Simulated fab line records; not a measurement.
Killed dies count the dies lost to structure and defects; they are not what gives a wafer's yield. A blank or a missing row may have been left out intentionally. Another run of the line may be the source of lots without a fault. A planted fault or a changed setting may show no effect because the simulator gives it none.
Code-filled problem report in 8D (eight disciplines) form + flow gf180mcu + the parts of the form that need people (team, actions taken, sign-off) are left out

## 1. PROBLEM STATEMENT
Mean NSD_RS at GF_PSD_RS_MEAS_14: 44.35 ohm/sq over 9 wafers in 3 lots; fault-free wafers: 46.10 ohm/sq, standard deviation 0.088. That puts it -20 standard deviations away from the usual mean.
The step: measures by four-point-probe.
The first sign was on wafer L988.4 at day 19 08:47, on film metro-03. The record holds 30 wafers of 10 lots with a number at this step. Rule for "out", or "out of limits": more than 4 standard deviations from the usual mean. Any other wafer with a number is counted as sound.

## 2. WHAT IT IS AND WHAT IT IS NOT
| question                    | is                           | is not                                                                    |
|-----------------------------|------------------------------|---------------------------------------------------------------------------|
| which readings at this step | NSD_RS                       | -                                                                         |
| which lots                  | L988, L989, L990             | L974, L977, L982, L983, L986, L991, L993                                  |
| which wafers of those lots  | all that have a number       | -                                                                         |
| read on which gauges        | film metro-02, film metro-03 | film metro-01                                                             |
| when                        | from day 19 08:47            | up to then (15 sound wafers); but 6 sound wafers of L991, L993 came after |

## 3. SUSPECTS, AND WHAT RULES EACH OUT
Counting: any tool at a process step up to the reading is kept as a suspect provided that every lot that is out went through it and no sound lot did after the first of them.
- the gauge at GF_PSD_RS_MEAS_14 is ruled out. 2 gauges (film metro-02, film metro-03) read the wafers that are out.
- implanter-03 at GF_NSD_IMPLANT_09: kept. All lots that are out passed through it, beginning with L988 at day 18 07:43, and no sound lot followed; its final sound lot before that point was L986 at day 17 14:37. Its own readings are out on those wafers: beam energy keV.
The count leaves implanter-03 at GF_NSD_IMPLANT_09.

## 4. THE CAUSE (what the simulator had put in)
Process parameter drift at GF_NSD_IMPLANT_09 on implanter-03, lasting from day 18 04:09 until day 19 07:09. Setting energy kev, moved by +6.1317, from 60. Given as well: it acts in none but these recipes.
Only this tool survived the counting.

## 5. THE EFFECT CHAIN, in route order
One row per reading whose mean, taken over the struck wafers that have a number, lies over 3 standard deviations from the usual. Only readings whose record carries a usual standard deviation are examined. hours: median over the lots of the time between each lot's start at the first step of this table that gives one and its start at this step. sigmas: the change, counted in usual standard deviations.
| hours | step              | reading                  | usual        | on struck wafers | change | sigmas      |
|-------|-------------------|--------------------------|--------------|------------------|--------|-------------|
| 0     | GF_NSD_IMPLANT_09 | beam energy keV          | 60.002       | 66.141           | +6.139 | +99 or more |
| 0     | GF_NSD_STRIP_11   | strip time to endpoint s | 22.80 s      | 23.62            | +0.82  | +18         |
| 24    | GF_PSD_RS_MEAS_14 | NSD_RS                   | 46.10 ohm/sq | 44.35            | -1.75  | -20         |
The process steps in it:
- GF_NSD_IMPLANT_09
- GF_NSD_STRIP_11: strips in O2/N2.
Later steps that measure or inspect, where all struck wafers having a row at the step show a number for every such reading and not one has moved that far: GF_SAB_THK_MEAS_01.

## 6. WHAT WOULD HAVE CAUGHT IT SOONER
The first out-of-limits reading at a measuring or inspecting step in this record came at day 19 08:47, 29 hours after the fault's start at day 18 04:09.
At GF_NSD_IMPLANT_09, the tool's own readings (beam energy keV) were out on each struck wafer the step has a row for, so an alarm limit on them would have fired on the first such wafer.
All the lots that are out (3) had begun GF_NSD_IMPLANT_09 on implanter-03 by day 19 08:47. Had the tool been put on hold then, not one of them would have been saved.
